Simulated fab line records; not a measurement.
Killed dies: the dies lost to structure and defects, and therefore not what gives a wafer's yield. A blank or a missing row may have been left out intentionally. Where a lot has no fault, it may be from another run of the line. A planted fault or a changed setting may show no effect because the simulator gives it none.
What tool caused it? :: flow gf180mcu :: Sampling: 24 lots, 72 wafers, 6 of 602 route steps

== WHAT THE GAUGES READ, wafer by wafer ==
GF_V3_CD_MEAS_14: target cd 260 nm.
lot: L074
measured: day 22 17:58
on: cd-sem-01
cd-nm (nm): 260.7 260.7 261.0

lot: L076
measured: day 23 00:16
on: cd-sem-02
cd-nm (nm): 259.5 258.8 258.7

lot: L075
measured: day 23 01:47
on: cd-sem-01
cd-nm (nm): 258.7 259.0 258.7

lot: L077
measured: day 23 21:02
on: cd-sem-02
cd-nm (nm): 259.6 259.1 259.1

lot: L078
measured: day 24 07:25
on: cd-sem-01
cd-nm (nm): 259.7 260.1 261.2

lot: L079
measured: day 24 14:31
on: cd-sem-01
cd-nm (nm): 259.9 260.5 260.2

lot: L081
measured: day 24 21:23
on: cd-sem-01
cd-nm (nm): 260.6 260.5 260.6

lot: L080
measured: day 25 03:50
on: cd-sem-02
cd-nm (nm): 258.9 260.2 258.5

lot: L082
measured: day 25 12:43
on: cd-sem-02
cd-nm (nm): 261.0 260.8 261.0

lot: L083
measured: day 25 20:16
on: cd-sem-01
cd-nm (nm): 261.3 261.0 262.6

lot: L084
measured: day 26 03:41
on: cd-sem-01
cd-nm (nm): 260.9 260.7 258.8

lot: L085
measured: day 26 13:10
on: cd-sem-02
cd-nm (nm): 261.0 261.7 260.7

lot: L086
measured: day 26 16:16
on: cd-sem-01
cd-nm (nm): 259.3 258.0 259.8

lot: L087
measured: day 26 23:11
on: cd-sem-02
cd-nm (nm): 258.0 257.9 258.7

lot: L088
measured: day 27 02:29
on: cd-sem-01
cd-nm (nm): 260.9 260.0 259.8

lot: L089
measured: day 27 11:43
on: cd-sem-02
cd-nm (nm): 260.4 260.4 260.9

lot: L090
measured: day 27 19:22
on: cd-sem-01
cd-nm (nm): 257.6 259.0 258.6

lot: L091
measured: day 28 06:14
on: cd-sem-02
cd-nm (nm): 261.0 260.7 260.0

lot: L092
measured: day 28 09:15
on: cd-sem-02
cd-nm (nm): 257.4 259.4 258.0

lot: L093
measured: day 28 11:31
on: cd-sem-02
cd-nm (nm): 259.1 257.9 258.7

lot: L094
measured: day 28 22:46
on: cd-sem-02
cd-nm (nm): 259.2 259.2 259.0

lot: L095
measured: day 29 00:13
on: cd-sem-02
cd-nm (nm): 257.7 259.1 257.8

lot: L096
measured: day 29 09:55
on: cd-sem-02
cd-nm (nm): 261.4 259.6 260.2

lot: L097
measured: day 29 15:38
on: cd-sem-02
cd-nm (nm): 259.0 259.6 258.4

GF_TOP_METAL_THK_MEAS_06: measures by xrf.
lot: L074
measured: day 27 14:11
on: film-metro-03
TOP_METAL_ALCU_THK (nm): 909 916 915

lot: L076
measured: day 27 20:00
on: film-metro-04
TOP_METAL_ALCU_THK (nm): 896 920 926

lot: L075
measured: day 27 20:19
on: film-metro-02
TOP_METAL_ALCU_THK (nm): 907 907 914

lot: L077
measured: day 28 14:41
on: film-metro-04
TOP_METAL_ALCU_THK (nm): 918 930 911

lot: L078
measured: day 28 22:13
on: film-metro-02
TOP_METAL_ALCU_THK (nm): 912 910 921

lot: L079
measured: day 29 05:37
on: film-metro-03
TOP_METAL_ALCU_THK (nm): 939 934 927

lot: L081
measured: day 29 12:48
on: film-metro-04
TOP_METAL_ALCU_THK (nm): 899 889 904

lot: L080
measured: day 29 17:01
on: film-metro-04
TOP_METAL_ALCU_THK (nm): 902 898 896

lot: L082
measured: day 30 01:11
on: film-metro-03
TOP_METAL_ALCU_THK (nm): 911 906 899

lot: L083
measured: day 30 07:40
on: film-metro-02
TOP_METAL_ALCU_THK (nm): 898 897 895

lot: L084
measured: day 30 11:58
on: film-metro-04
TOP_METAL_ALCU_THK (nm): 901 898 905

lot: L085
measured: day 30 22:06
on: film-metro-04
TOP_METAL_ALCU_THK (nm): 922 909 917

lot: L086
measured: day 31 00:52
on: film-metro-04
TOP_METAL_ALCU_THK (nm): 903 913 919

lot: L087
measured: day 31 08:01
on: film-metro-04
TOP_METAL_ALCU_THK (nm): 925 919 922

lot: L088
measured: day 31 10:56
on: film-metro-03
TOP_METAL_ALCU_THK (nm): 920 921 920

lot: L089
measured: day 31 19:12
on: film-metro-03
TOP_METAL_ALCU_THK (nm): 914 923 919

lot: L090
measured: day 32 01:05
on: film-metro-02
TOP_METAL_ALCU_THK (nm): 916 907 907

lot: L091
measured: day 32 10:02
on: film-metro-04
TOP_METAL_ALCU_THK (nm): 900 899 904

lot: L092
measured: day 32 13:51
on: film-metro-04
TOP_METAL_ALCU_THK (nm): 891 919 906

lot: L093
measured: day 32 15:11
on: film-metro-02
TOP_METAL_ALCU_THK (nm): 905 920 912

lot: L094
measured: day 33 00:33
on: film-metro-03
TOP_METAL_ALCU_THK (nm): 902 904 916

lot: L095
measured: day 33 01:19
on: film-metro-02
TOP_METAL_ALCU_THK (nm): 909 903 891

lot: L096
measured: day 33 11:04
on: film-metro-03
TOP_METAL_ALCU_THK (nm): 927 908 902

lot: L097
measured: day 33 14:52
on: film-metro-03
TOP_METAL_ALCU_THK (nm): 898 907 897

== WHICH TOOL RAN EACH LOT (tool, then ch and the chambers of the sampled wafers, then the start) ==
lot: L074
GF_CONTACT_ETCH_16: rie-diel-02 ch 0,2,3, day 16 08:57
GF_M4_SPUTTER_02: pvd-sputter-03, day 22 19:37
GF_MIM_SPUTTER_04: pvd-sputter-01, day 24 20:37
GF_MIM_CVD_05: pecvd-02 ch 1,2, day 24 20:40

lot: L076
GF_CONTACT_ETCH_16: rie-diel-04 ch 1,3, day 16 17:21
GF_M4_SPUTTER_02: pvd-sputter-04, day 23 01:52
GF_MIM_SPUTTER_04: pvd-sputter-02, day 25 01:29
GF_MIM_CVD_05: pecvd-01 ch 0,1,2, day 25 01:32

lot: L075
GF_CONTACT_ETCH_16: rie-diel-03 ch 0,1, day 16 19:48
GF_M4_SPUTTER_02: pvd-sputter-02, day 23 03:28
GF_MIM_SPUTTER_04: pvd-sputter-02, day 25 02:29
GF_MIM_CVD_05: pecvd-04 ch 1,2, day 25 02:31

lot: L077
GF_CONTACT_ETCH_16: rie-diel-03 ch 0,1,3, day 17 12:26
GF_M4_SPUTTER_02: pvd-sputter-02, day 23 22:43
GF_MIM_SPUTTER_04: pvd-sputter-01, day 25 21:37
GF_MIM_CVD_05: pecvd-02 ch 0,1, day 25 21:40

lot: L078
GF_CONTACT_ETCH_16: rie-diel-03 ch 1,2, day 18 00:27
GF_M4_SPUTTER_02: pvd-sputter-04, day 24 09:02
GF_MIM_SPUTTER_04: pvd-sputter-01, day 26 06:47
GF_MIM_CVD_05: pecvd-01 ch 0,1, day 26 06:50

lot: L079
GF_CONTACT_ETCH_16: rie-diel-02 ch 0,1,2, day 18 09:45
GF_M4_SPUTTER_02: pvd-sputter-02, day 24 16:10
GF_MIM_SPUTTER_04: pvd-sputter-02, day 26 13:51
GF_MIM_CVD_05: pecvd-04 ch 0,2, day 26 13:53

lot: L081
GF_CONTACT_ETCH_16: rie-diel-03 ch 0,1,2, day 18 16:15
GF_M4_SPUTTER_02: pvd-sputter-03, day 24 23:41
GF_MIM_SPUTTER_04: pvd-sputter-02, day 26 21:32
GF_MIM_CVD_05: pecvd-01 ch 0,2, day 26 21:35

lot: L080
GF_CONTACT_ETCH_16: rie-diel-04 ch 0,2,3, day 18 22:00
GF_M4_SPUTTER_02: pvd-sputter-04, day 25 05:32
GF_MIM_SPUTTER_04: pvd-sputter-02, day 27 01:59
GF_MIM_CVD_05: pecvd-04 ch 0,1, day 27 02:01

lot: L082
GF_CONTACT_ETCH_16: rie-diel-03 ch 0,1, day 19 09:18
GF_M4_SPUTTER_02: pvd-sputter-02, day 25 14:20
GF_MIM_SPUTTER_04: pvd-sputter-02, day 27 11:05
GF_MIM_CVD_05: pecvd-01 ch 0,1,2, day 27 11:07

lot: L083
GF_CONTACT_ETCH_16: rie-diel-04 ch 0,2,3, day 19 17:41
GF_M4_SPUTTER_02: pvd-sputter-03, day 25 21:54
GF_MIM_SPUTTER_04: pvd-sputter-02, day 27 18:01
GF_MIM_CVD_05: pecvd-04 ch 0,1,2, day 27 18:03

lot: L084
GF_CONTACT_ETCH_16: rie-diel-03 ch 2,3, day 20 03:54
GF_M4_SPUTTER_02: pvd-sputter-02, day 26 05:29
GF_MIM_SPUTTER_04: pvd-sputter-01, day 28 00:53
GF_MIM_CVD_05: pecvd-01 ch 0,1,2, day 28 00:55

lot: L085
GF_CONTACT_ETCH_16: rie-diel-04 ch 0,1, day 20 11:45
GF_M4_SPUTTER_02: pvd-sputter-04, day 26 14:52
GF_MIM_SPUTTER_04: pvd-sputter-01, day 28 10:29
GF_MIM_CVD_05: pecvd-02 ch 0,1,2, day 28 10:32

lot: L086
GF_CONTACT_ETCH_16: rie-diel-02 ch 0,1,2, day 20 15:45
GF_M4_SPUTTER_02: pvd-sputter-02, day 26 17:53
GF_MIM_SPUTTER_04: pvd-sputter-01, day 28 12:41
GF_MIM_CVD_05: pecvd-04 ch 0,1,2, day 28 12:44

lot: L087
GF_CONTACT_ETCH_16: rie-diel-04 ch 0,2,3, day 21 00:54
GF_M4_SPUTTER_02: pvd-sputter-03, day 27 00:52
GF_MIM_SPUTTER_04: pvd-sputter-02, day 28 19:59
GF_MIM_CVD_05: pecvd-01 ch 0,2, day 28 20:01

lot: L088
GF_CONTACT_ETCH_16: rie-diel-02 ch 2,3, day 21 04:35
GF_M4_SPUTTER_02: pvd-sputter-04, day 27 04:05
GF_MIM_SPUTTER_04: pvd-sputter-04, day 28 22:38
GF_MIM_CVD_05: pecvd-02 ch 0,1,2, day 28 22:40

lot: L089
GF_CONTACT_ETCH_16: rie-diel-04 ch 1,3, day 21 17:15
GF_M4_SPUTTER_02: pvd-sputter-04, day 27 13:23
GF_MIM_SPUTTER_04: pvd-sputter-02, day 29 07:59
GF_MIM_CVD_05: pecvd-01 ch 0,2, day 29 08:01

lot: L090
GF_CONTACT_ETCH_16: rie-diel-04 ch 0,2,3, day 22 00:15
GF_M4_SPUTTER_02: pvd-sputter-03, day 27 21:08
GF_MIM_SPUTTER_04: pvd-sputter-04, day 29 14:44
GF_MIM_CVD_05: pecvd-01 ch 0,2, day 29 14:46

lot: L091
GF_CONTACT_ETCH_16: rie-diel-04 ch 1,2, day 22 11:05
GF_M4_SPUTTER_02: pvd-sputter-03, day 28 07:52
GF_MIM_SPUTTER_04: pvd-sputter-02, day 30 01:34
GF_MIM_CVD_05: pecvd-02 ch 0,2, day 30 01:37

lot: L092
GF_CONTACT_ETCH_16: rie-diel-03 ch 1,2,3, day 22 16:03
GF_M4_SPUTTER_02: pvd-sputter-02, day 28 10:53
GF_MIM_SPUTTER_04: pvd-sputter-04, day 30 04:49
GF_MIM_CVD_05: pecvd-02 ch 0,1,2, day 30 04:52

lot: L093
GF_CONTACT_ETCH_16: rie-diel-02 ch 0,1,3, day 22 20:00
GF_M4_SPUTTER_02: pvd-sputter-03, day 28 13:10
GF_MIM_SPUTTER_04: pvd-sputter-01, day 30 06:44
GF_MIM_CVD_05: pecvd-01 ch 0,2, day 30 06:46

lot: L094
GF_CONTACT_ETCH_16: rie-diel-04 ch 0,1,2, day 23 10:47
GF_M4_SPUTTER_02: pvd-sputter-02, day 29 00:32
GF_MIM_SPUTTER_04: pvd-sputter-01, day 30 16:33
GF_MIM_CVD_05: pecvd-02 ch 0,1,2, day 30 16:35

lot: L095
GF_CONTACT_ETCH_16: rie-diel-02 ch 0,2, day 23 11:08
GF_M4_SPUTTER_02: pvd-sputter-04, day 29 02:11
GF_MIM_SPUTTER_04: pvd-sputter-02, day 30 18:41
GF_MIM_CVD_05: pecvd-04 ch 1,2, day 30 18:43

lot: L096
GF_CONTACT_ETCH_16: rie-diel-03 ch 0,2,3, day 23 21:33
GF_M4_SPUTTER_02: pvd-sputter-02, day 29 11:37
GF_MIM_SPUTTER_04: pvd-sputter-04, day 31 04:40
GF_MIM_CVD_05: pecvd-01 ch 0,1, day 31 04:42

lot: L097
GF_CONTACT_ETCH_16: rie-diel-03 ch 0,2,3, day 24 05:00
GF_M4_SPUTTER_02: pvd-sputter-03, day 29 17:17
GF_MIM_SPUTTER_04: pvd-sputter-02, day 31 09:49
GF_MIM_CVD_05: pecvd-02 ch 0,1,2, day 31 09:51
- GF_CONTACT_ETCH_16: etches BARC in N2/H2.
- GF_M4_SPUTTER_02: material AlCu, target thk 450 nm, time 23.9 s.
- GF_MIM_SPUTTER_04: material TiN, target thk 50 nm, time 41.7 s.
- GF_MIM_CVD_05: deposits Si3N4, target thk 42 nm, time 29.086 s.

== AS READ BY THE TOOLS THEMSELVES (means over the sampled wafers that have a number; for cases with no such wafer, the mark the record gives instead) ==
GF_CONTACT_ETCH_16.
lot: L074
tool: rie-diel-02
chamber-pressure-mTorr (mTorr): 29.998
drypump-motor-current-A (A): 5.9
oes-product-au (a.u.): 0.852
throttle-valve-pct (%): 13.223

lot: L076
tool: rie-diel-04
chamber-pressure-mTorr (mTorr): 30.003
drypump-motor-current-A (A): 5.6
oes-product-au (a.u.): 0.855
throttle-valve-pct (%): 13.218

lot: L075
tool: rie-diel-03
chamber-pressure-mTorr (mTorr): 29.991
drypump-motor-current-A (A): 5.6
oes-product-au (a.u.): 0.853
throttle-valve-pct (%): 13.216

lot: L077
tool: rie-diel-03
chamber-pressure-mTorr (mTorr): 29.978
drypump-motor-current-A (A): 6.0
oes-product-au (a.u.): 0.855
throttle-valve-pct (%): 13.224

lot: L078
tool: rie-diel-03
chamber-pressure-mTorr (mTorr): 30.024
drypump-motor-current-A (A): 5.5
oes-product-au (a.u.): 0.857
throttle-valve-pct (%): 13.223

lot: L079
tool: rie-diel-02
chamber-pressure-mTorr (mTorr): 29.993
drypump-motor-current-A (A): 6.1
oes-product-au (a.u.): 0.855
throttle-valve-pct (%): 13.228

lot: L081
tool: rie-diel-03
chamber-pressure-mTorr (mTorr): 30.000
drypump-motor-current-A (A): 5.6
oes-product-au (a.u.): 0.851
throttle-valve-pct (%): 13.218

lot: L080
tool: rie-diel-04
chamber-pressure-mTorr (mTorr): 30.006
drypump-motor-current-A (A): 5.8
oes-product-au (a.u.): 0.852
throttle-valve-pct (%): 13.235

lot: L082
tool: rie-diel-03
chamber-pressure-mTorr (mTorr): 30.021
drypump-motor-current-A (A): 5.6
oes-product-au (a.u.): 0.852
throttle-valve-pct (%): 13.222

lot: L083
tool: rie-diel-04
chamber-pressure-mTorr (mTorr): 30.020
drypump-motor-current-A (A): 5.8
oes-product-au (a.u.): 0.851
throttle-valve-pct (%): 13.232

lot: L084
tool: rie-diel-03
chamber-pressure-mTorr (mTorr): 30.004
drypump-motor-current-A (A): 6.0
oes-product-au (a.u.): 0.851
throttle-valve-pct (%): 13.223

lot: L085
tool: rie-diel-04
chamber-pressure-mTorr (mTorr): 30.007
drypump-motor-current-A (A): 5.4
oes-product-au (a.u.): 0.850
throttle-valve-pct (%): 13.231

lot: L086
tool: rie-diel-02
chamber-pressure-mTorr (mTorr): 29.983
drypump-motor-current-A (A): 6.1
oes-product-au (a.u.): 0.855
throttle-valve-pct (%): 13.235

lot: L087
tool: rie-diel-04
chamber-pressure-mTorr (mTorr): 29.979
drypump-motor-current-A (A): 5.8
oes-product-au (a.u.): 0.853
throttle-valve-pct (%): 13.242

lot: L088
tool: rie-diel-02
chamber-pressure-mTorr (mTorr): 30.010
drypump-motor-current-A (A): 5.7
oes-product-au (a.u.): 0.853
throttle-valve-pct (%): 13.231

lot: L089
tool: rie-diel-04
chamber-pressure-mTorr (mTorr): 29.985
drypump-motor-current-A (A): 5.4
oes-product-au (a.u.): 0.851
throttle-valve-pct (%): 13.226

lot: L090
tool: rie-diel-04
chamber-pressure-mTorr (mTorr): 29.989
drypump-motor-current-A (A): 5.8
oes-product-au (a.u.): 0.851
throttle-valve-pct (%): 13.219

lot: L091
tool: rie-diel-04
chamber-pressure-mTorr (mTorr): 29.997
drypump-motor-current-A (A): 5.7
oes-product-au (a.u.): 0.851
throttle-valve-pct (%): 13.227

lot: L092
tool: rie-diel-03
chamber-pressure-mTorr (mTorr): 29.967
drypump-motor-current-A (A): 5.9
oes-product-au (a.u.): 0.854
throttle-valve-pct (%): 13.226

lot: L093
tool: rie-diel-02
chamber-pressure-mTorr (mTorr): 29.973
drypump-motor-current-A (A): 6.3
oes-product-au (a.u.): 0.852
throttle-valve-pct (%): 13.224

lot: L094
tool: rie-diel-04
chamber-pressure-mTorr (mTorr): 29.981
drypump-motor-current-A (A): 5.6
oes-product-au (a.u.): 0.854
throttle-valve-pct (%): 13.230

lot: L095
tool: rie-diel-02
chamber-pressure-mTorr (mTorr): 29.985
drypump-motor-current-A (A): 6.0
oes-product-au (a.u.): 0.862
throttle-valve-pct (%): 13.216

lot: L096
tool: rie-diel-03
chamber-pressure-mTorr (mTorr): 29.976
drypump-motor-current-A (A): 6.0
oes-product-au (a.u.): 0.857
throttle-valve-pct (%): 13.226

lot: L097
tool: rie-diel-03
chamber-pressure-mTorr (mTorr): 30.000
drypump-motor-current-A (A): 6.0
oes-product-au (a.u.): 0.859
throttle-valve-pct (%): 13.229

GF_M4_SPUTTER_02.
lot: L074
tool: pvd-sputter-03
cathode-dc-power-W (W): 10600
throttle-valve-pct (%): 30.5

lot: L076
tool: pvd-sputter-04
cathode-dc-power-W (W): 10599
throttle-valve-pct (%): 30.2

lot: L075
tool: pvd-sputter-02
cathode-dc-power-W (W): 10600
throttle-valve-pct (%): 29.2

lot: L077
tool: pvd-sputter-02
cathode-dc-power-W (W): 10599
throttle-valve-pct (%): 29.8

lot: L078
tool: pvd-sputter-04
cathode-dc-power-W (W): 10599
throttle-valve-pct (%): 31.2

lot: L079
tool: pvd-sputter-02
cathode-dc-power-W (W): 10600
throttle-valve-pct (%): 29.9

lot: L081
tool: pvd-sputter-03
cathode-dc-power-W (W): 10600
throttle-valve-pct (%): 30.2

lot: L080
tool: pvd-sputter-04
cathode-dc-power-W (W): 10599
throttle-valve-pct (%): 30.4

lot: L082
tool: pvd-sputter-02
cathode-dc-power-W (W): 10600
throttle-valve-pct (%): 29.9

lot: L083
tool: pvd-sputter-03
cathode-dc-power-W (W): 10599
throttle-valve-pct (%): 30.0

lot: L084
tool: pvd-sputter-02
cathode-dc-power-W (W): 10600
throttle-valve-pct (%): 29.3

lot: L085
tool: pvd-sputter-04
cathode-dc-power-W (W): 10602
throttle-valve-pct (%): 31.1

lot: L086
tool: pvd-sputter-02
cathode-dc-power-W (W): 10600
throttle-valve-pct (%): 29.3

lot: L087
tool: pvd-sputter-03
cathode-dc-power-W (W): 10601
throttle-valve-pct (%): 30.5

lot: L088
tool: pvd-sputter-04
cathode-dc-power-W (W): 10596
throttle-valve-pct (%): 30.5

lot: L089
tool: pvd-sputter-04
cathode-dc-power-W (W): 10601
throttle-valve-pct (%): 29.1

lot: L090
tool: pvd-sputter-03
cathode-dc-power-W (W): 10598
throttle-valve-pct (%): 30.8

lot: L091
tool: pvd-sputter-03
cathode-dc-power-W (W): 10600
throttle-valve-pct (%): 29.8

lot: L092
tool: pvd-sputter-02
cathode-dc-power-W (W): 10597
throttle-valve-pct (%): 29.4

lot: L093
tool: pvd-sputter-03
cathode-dc-power-W (W): 10599
throttle-valve-pct (%): 30.3

lot: L094
tool: pvd-sputter-02
cathode-dc-power-W (W): 10600
throttle-valve-pct (%): 30.0

lot: L095
tool: pvd-sputter-04
cathode-dc-power-W (W): 10600
throttle-valve-pct (%): 30.6

lot: L096
tool: pvd-sputter-02
cathode-dc-power-W (W): 10599
throttle-valve-pct (%): 29.3

lot: L097
tool: pvd-sputter-03
cathode-dc-power-W (W): 10600
throttle-valve-pct (%): 29.9

GF_MIM_SPUTTER_04.
lot: L074
tool: pvd-sputter-01
cathode-dc-power-W (W): 6501.3
throttle-valve-pct (%): 30.6

lot: L076
tool: pvd-sputter-02
cathode-dc-power-W (W): 6500.2
throttle-valve-pct (%): 29.9

lot: L075
tool: pvd-sputter-02
cathode-dc-power-W (W): 6499.5
throttle-valve-pct (%): 30.4

lot: L077
tool: pvd-sputter-01
cathode-dc-power-W (W): 6498.6
throttle-valve-pct (%): 29.8

lot: L078
tool: pvd-sputter-01
cathode-dc-power-W (W): 6500.5
throttle-valve-pct (%): 29.6

lot: L079
tool: pvd-sputter-02
cathode-dc-power-W (W): 6500.3
throttle-valve-pct (%): 28.6

lot: L081
tool: pvd-sputter-02
cathode-dc-power-W (W): 6499.1
throttle-valve-pct (%): 29.2

lot: L080
tool: pvd-sputter-02
cathode-dc-power-W (W): 6500.5
throttle-valve-pct (%): 30.0

lot: L082
tool: pvd-sputter-02
cathode-dc-power-W (W): 6499.5
throttle-valve-pct (%): 30.1

lot: L083
tool: pvd-sputter-02
cathode-dc-power-W (W): 6499.3
throttle-valve-pct (%): 29.5

lot: L084
tool: pvd-sputter-01
cathode-dc-power-W (W): 6500.3
throttle-valve-pct (%): 29.3

lot: L085
tool: pvd-sputter-01
cathode-dc-power-W (W): 6499.8
throttle-valve-pct (%): 29.9

lot: L086
tool: pvd-sputter-01
cathode-dc-power-W (W): 6500.6
throttle-valve-pct (%): 30.6

lot: L087
tool: pvd-sputter-02
cathode-dc-power-W (W): 6501.0
throttle-valve-pct (%): 29.2

lot: L088
tool: pvd-sputter-04
cathode-dc-power-W (W): 6499.6
throttle-valve-pct (%): 31.2

lot: L089
tool: pvd-sputter-02
cathode-dc-power-W (W): 6500.4
throttle-valve-pct (%): 29.2

lot: L090
tool: pvd-sputter-04
cathode-dc-power-W (W): 6500.6
throttle-valve-pct (%): 30.1

lot: L091
tool: pvd-sputter-02
cathode-dc-power-W (W): 6499.8
throttle-valve-pct (%): 29.9

lot: L092
tool: pvd-sputter-04
cathode-dc-power-W (W): 6500.0
throttle-valve-pct (%): 30.5

lot: L093
tool: pvd-sputter-01
cathode-dc-power-W (W): 6499.5
throttle-valve-pct (%): 30.1

lot: L094
tool: pvd-sputter-01
cathode-dc-power-W (W): 6500.0
throttle-valve-pct (%): 29.4

lot: L095
tool: pvd-sputter-02
cathode-dc-power-W (W): 6499.6
throttle-valve-pct (%): 30.6

lot: L096
tool: pvd-sputter-04
cathode-dc-power-W (W): 6499.1
throttle-valve-pct (%): 29.3

lot: L097
tool: pvd-sputter-02
cathode-dc-power-W (W): 6499.2
throttle-valve-pct (%): 29.3

GF_MIM_CVD_05.
lot: L074
tool: pecvd-02
heater-power-w (W): 468

lot: L076
tool: pecvd-01
heater-power-w (W): 649

lot: L075
tool: pecvd-04
heater-power-w (W): 703

lot: L077
tool: pecvd-02
heater-power-w (W): 582

lot: L078
tool: pecvd-01
heater-power-w (W): 643

lot: L079
tool: pecvd-04
heater-power-w (W): 708

lot: L081
tool: pecvd-01
heater-power-w (W): 585

lot: L080
tool: pecvd-04
heater-power-w (W): 699

lot: L082
tool: pecvd-01
heater-power-w (W): 624

lot: L083
tool: pecvd-04
heater-power-w (W): 710

lot: L084
tool: pecvd-01
heater-power-w (W): 595

lot: L085
tool: pecvd-02
heater-power-w (W): 562

lot: L086
tool: pecvd-04
heater-power-w (W): 676

lot: L087
tool: pecvd-01
heater-power-w (W): 590

lot: L088
tool: pecvd-02
heater-power-w (W): 565

lot: L089
tool: pecvd-01
heater-power-w (W): 574

lot: L090
tool: pecvd-01
heater-power-w (W): 605

lot: L091
tool: pecvd-02
heater-power-w (W): 529

lot: L092
tool: pecvd-02
heater-power-w (W): 548

lot: L093
tool: pecvd-01
heater-power-w (W): 632

lot: L094
tool: pecvd-02
heater-power-w (W): 525

lot: L095
tool: pecvd-04
heater-power-w (W): 713

lot: L096
tool: pecvd-01
heater-power-w (W): 639

lot: L097
tool: pecvd-02
heater-power-w (W): 558

== THE ANSWER, worked out from the rows above alone ==
Rule: the usual values come from the lots themselves. The widest of any qualifying gaps counts: lots, ordered by their means at a reading, are off when they make up no more than a third of the lots, leave a main group of 4 or more, and stand apart from it by 3 or more times the standard deviation of that group's means. A main group whose means are all the same, to the digits that the tables above print for the reading, isn't used. Also off: a lot with no number at a reading for which 4 or more lots have one. Where the step has rows for the other lots, those lots are counted as sound. First the gauges in route order, then the tools' own readings, where a lot's mean is used as printed above. At the first step where some lot is off, the reading lying furthest off is the one used; lots without a number count as furthest.
No lot is off at any reading shown: from this, nothing can be told.

== WHAT THE SIMULATOR PUT IN ==
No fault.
